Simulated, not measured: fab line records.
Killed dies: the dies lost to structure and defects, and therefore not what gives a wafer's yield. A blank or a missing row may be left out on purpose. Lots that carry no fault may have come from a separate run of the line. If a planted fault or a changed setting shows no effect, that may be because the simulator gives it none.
A struck lot beside a sound one | flow sky130 | 14 steps out of a route of 708
Sound: these wafers, L740.3, L740.4, L740.6. Struck: wafers L752.1, L752.2, L752.4. The cause is named last.
At each step with rows: each side's tool, then ch and its chambers, then its first start. Under that, the readings that differ: sound wafers | struck wafers | difference of the means | sigmas: that difference in standard deviations of wafers without a fault.
alike: readings with means less than 2 such deviations apart, plus words and numbers identical on both sides. not compared: withheld readings, readings lacking a value on some wafer, bounds such as >300 that could conceal the same value, and numbers that have no deviation in the record and whose values overlap.
Wherever a step has rows on one side only, a row that says differs or no value, or a row with sigmas, the two part there. Numbers that don't overlap but have no deviation are shown without sigmas and don't part them. A reading that every wafer of one side lacks parts them only if that side has two wafers or more.

first, 3 steps without rows for these wafers: SKY_METAL5_STRIP_17 (strips in post etch residue remover, time 1200 s); SKY_METAL5_CLEAN_18 (cleans in IPA, time 180 s); SKY_METAL5_CLEAN_19 (cleans in O3/DIW).
SKY_PASSIVATION_CVD_00: deposits SiO2, target thk 90 nm.
  sound on pecvd-01 ch 0,1,2, day 44 05:25; struck on pecvd-01 ch 0,1, day 48 06:12
  alike: heater_power_w
SKY_PASSIVATION_THK_MEAS_01:
  sound on film_metro-04, day 44 05:28; struck on film_metro-04, day 48 06:14
  alike: PASSIVATION_CVD_00_THK
SKY_PASSIVATION_CVD_02: deposits Si3N4, target thk 540 nm.
  sound on pecvd-03 ch 0,2, day 44 05:30; struck on pecvd-02 ch 1,2, day 48 06:17
  alike: heater_power_w
SKY_PASSIVATION_THK_MEAS_03:
  sound on film_metro-01, day 44 05:44; struck on film_metro-02, day 48 06:37
  reading                     | sound       | struck      | difference | sigmas
  PASSIVATION_CVD_02_THK (nm) | 535 556 545 | 526 521 543 | -15        | -2
then, 5 steps without rows for these wafers: SKY_PASSIVATION_DEHYDRATE_04 (time 60 s); SKY_PASSIVATION_HMDS_05 (prime time 60 s); SKY_PASSIVATION_COAT_06 (resist thk 3000 nm); SKY_PASSIVATION_SOFTBAKE_07; SKY_PASSIVATION_EXPOSE_08 (exposes mask NSM, target cd 3000 nm).
SKY_PASSIVATION_PEB_09:
  struck on litho_track-01, day 48 23:00; sound on litho_track-04 ch 0, day 45 03:00
  no value came back on the struck wafers for chill_plate_temp_C (C), exhaust_pa (Pa); on the sound wafers chill_plate_temp_C (C) reads 23.16 22.94 23.10
then, 1 step without rows for these wafers: SKY_PASSIVATION_DEVELOP_10 (develop time 60 s).

## WHERE THEY PART
Earliest at SKY_PASSIVATION_THK_MEAS_03; latest, in this record, at SKY_PASSIVATION_PEB_09.

WHY: the cause the simulator had injected
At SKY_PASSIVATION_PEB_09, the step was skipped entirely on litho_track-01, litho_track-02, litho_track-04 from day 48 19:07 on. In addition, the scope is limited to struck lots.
